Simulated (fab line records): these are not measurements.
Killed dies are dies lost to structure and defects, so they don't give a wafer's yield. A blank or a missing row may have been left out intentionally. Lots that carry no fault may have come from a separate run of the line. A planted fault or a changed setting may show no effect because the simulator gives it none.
Split-lot trial | flow sky130 | 23 wafers read from 5 lots, route of 708 steps

== ABOUT THE SPLIT ==
At SKY_VT_ADJUST_NCORE_DEVELOP_06 (develop time 60 s), the setting dev temp c was moved away from the recipe's 23 C on 11 of the 23 wafers read, by -10.1% to +7.9%. For the rest of the wafers, this setting stayed at what the recipe calls for.

The file shows no step between the split and the reading.

== THE READING ==
cd nm, in nm, at SKY_VT_ADJUST_NCORE_CD_MEAS_07 (target cd 380 nm). On this fab line, fault-free wafers typically give 379.8 nm with a standard deviation of 2.5 nm.

wafer  | tool, chamber at the split | dev temp c as run, C | against the recipe | cd nm, nm | against lot-mates on the recipe
L077.1 | litho track-01, 0          | 20.83                | -9.4%              | 389.8     | +6.9
L077.2 | litho track-01, 0          | 23                   | recipe             | 381.9     | -
L077.3 | litho track-01, 0          | 20.83                | -9.4%              | 387.8     | +4.9
L077.5 | litho track-01, 0          | 20.83                | -9.4%              | 391.2     | +8.3
L077.6 | litho track-01, 0          | 23                   | recipe             | 383.8     | -
L079.1 | litho track-01, 0          | 23                   | recipe             | 384.3     | -
L079.2 | litho track-01, 0          | 20.67                | -10.1%             | 390.5     | +6.8
L079.3 | litho track-01, 0          | 23                   | recipe             | 384.1     | -
L079.4 | litho track-01, 0          | 20.67                | -10.1%             | 391.8     | +8.1
L079.6 | litho track-01, 0          | 23                   | recipe             | 382.6     | -
L080.1 | litho track-02, 0          | 24.81                | +7.9%              | 376.5     | -2.1
L080.2 | litho track-02, 0          | 24.81                | +7.9%              | 374.2     | -4.4
L080.4 | litho track-02, 0          | 24.81                | +7.9%              | 374.9     | -3.8
L080.5 | litho track-02, 0          | 23                   | recipe             | 378.3     | -
L080.6 | litho track-02, 0          | 23                   | recipe             | 379.0     | -
L084.1 | litho track-04, 0          | 24.15                | +5.0%              | 371.0     | -5.0
L084.3 | litho track-04, 0          | 24.15                | +5.0%              | 373.2     | -2.8
L084.4 | litho track-04, 0          | 23                   | recipe             | 375.1     | -
L084.5 | litho track-04, 0          | 23                   | recipe             | 376.8     | -
L084.6 | litho track-04, 0          | 24.15                | +5.0%              | 373.0     | -3.0
L085.3 | litho track-01, 0          | 23                   | recipe             | 380.4     | -
L085.4 | litho track-01, 0          | 23                   | recipe             | 382.5     | -
L085.5 | litho track-01, 0          | 23                   | recipe             | 382.0     | -

THE FIT
A straight line over all 23 wafers: cd nm changes by -0.98 nm for each +1% of dev temp c; r = -0.90; the points scatter about the line by 2.8 nm.
The same after taking each lot's own level away (the mean of its wafers on the recipe; 23 wafers): -0.647 nm for each +1%; r = -0.96; scatter 1.2 nm.
On that fit, the largest move of dev temp c shifts the reading by 6.6 nm.
From 375.95 to 383.67 nm: that is the span of the lots' own levels, equal to 3.1 times the standard deviation above.
So the slope is not independent of the lot-to-lot level: the two fits are not the same.
Check: with one of the wafers moved furthest among these (-10.1%) left out of the fit, the line predicts +6.9 nm for it against its lot-mates. Against them it came out at +6.83 nm.

== ADDITIONAL SPLITS CARRIED BY THESE WAFERS ==
These wafers also went through other splits before the reading. Each is held against what the fit with the lots' levels taken away leaves over:
other split on the same wafers           | wafers away from the commonest value | r with cd nm (lot level and that fit taken away)
SKY_VT_ADJUST_LVTN_DEVELOP_17 dev temp c | 9                                    | +0.09

== FILE'S OWN FIT ==
cd nm changes by -0.662 nm for each +1% of dev temp c, r = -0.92.
